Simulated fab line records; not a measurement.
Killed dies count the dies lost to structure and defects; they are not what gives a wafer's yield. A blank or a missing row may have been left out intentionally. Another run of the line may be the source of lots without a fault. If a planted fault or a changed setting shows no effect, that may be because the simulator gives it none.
One fault seen from 2 desks :: flow gf180mcu :: each desk has only its own numbers; what lay behind them comes last

## THE METROLOGY DESK
What the gauges read for every lot (on any tool): the sampled wafers with a number, averaged. Marked OUT: a lot whose mean sits more than 4 standard deviations from the usual mean, which makes it out of limits; the brackets give that distance.
Columns: A = SALICIDE_TIN_THK at GF_SALICIDE_THK_MEAS_05, usual 20.33 nm; B = CONTACT_W_RS at GF_CONTACT_RS_MEAS_25, usual 0.383 ohm/sq
lot: L401
first seen here: day 14 19:28
A: 20.13
B: 0.382

lot: L402
first seen here: day 15 08:28
A: 20.17
B: 0.383

lot: L403
first seen here: day 15 10:58
A: 20.34
B: 0.391

lot: L405
first seen here: day 16 08:47
A: 20.31
B: 0.391

lot: L406
first seen here: day 16 19:43
A: 20.50
B: 0.381

lot: L408
first seen here: day 17 18:03
A: 20.29
B: 0.385

lot: L409
first seen here: day 17 18:49
A: 20.29
B: 0.387

lot: L411
first seen here: day 18 14:10
A: 20.31
B: 0.385

lot: L415
first seen here: day 20 09:19
A: 20.61
B: 0.376

lot: L416
first seen here: day 20 20:29
A: 20.14
B: 0.390

lot: L421
first seen here: day 22 12:47
A: 20.65
B: 0.370

lot: L422
first seen here: day 22 18:22
A: 20.28
B: 0.375

lot: L423
first seen here: day 23 02:08
A: 20.43
B: 0.386

lot: L424
first seen here: day 23 11:56
A: 20.25
B: 0.386
This desk found nothing out of limits on any of the 14 lots.

## THE TOOL OWNER'S DESK: lithoTrack-04
The tool's own readings at GF_M1_PEB_12 (peb time 90 s): means of the sampled wafers that have a number, for each lot that ran on this tool. Marked OUT: a lot whose mean sits more than 4 standard deviations from the usual mean, which makes it out of limits; the brackets give that distance.
Columns: A = chillPlateTempC at GF_M1_PEB_12, usual 23.01 C; B = exhaustPa at GF_M1_PEB_12, usual 44.9 Pa; C = resistLineTempC at GF_M1_PEB_12, usual 23.01 C
lot: L401
first seen here: day 16 17:41
A: 23.03
B: 44.5
C: 23.17

lot: L402
first seen here: day 17 07:05
A: 23.05
B: 45.6
C: 23.03

lot: L409
first seen here: day 19 20:05
A: 22.91
B: 44.0
C: 22.95

lot: L411
first seen here: day 20 16:41
A: 22.87
B: 44.2
C: 23.01

lot: L422
first seen here: day 24 16:47
A: 23.10
B: 44.0
C: 22.78
This desk found nothing out of limits on any of the 5 lots.

## TAKEN TOGETHER
From the metrology desk's view, nothing was out of limits.
Nothing out of limits was seen by the tool owner's desk.

## WHAT THE SIMULATOR HAD INSERTED
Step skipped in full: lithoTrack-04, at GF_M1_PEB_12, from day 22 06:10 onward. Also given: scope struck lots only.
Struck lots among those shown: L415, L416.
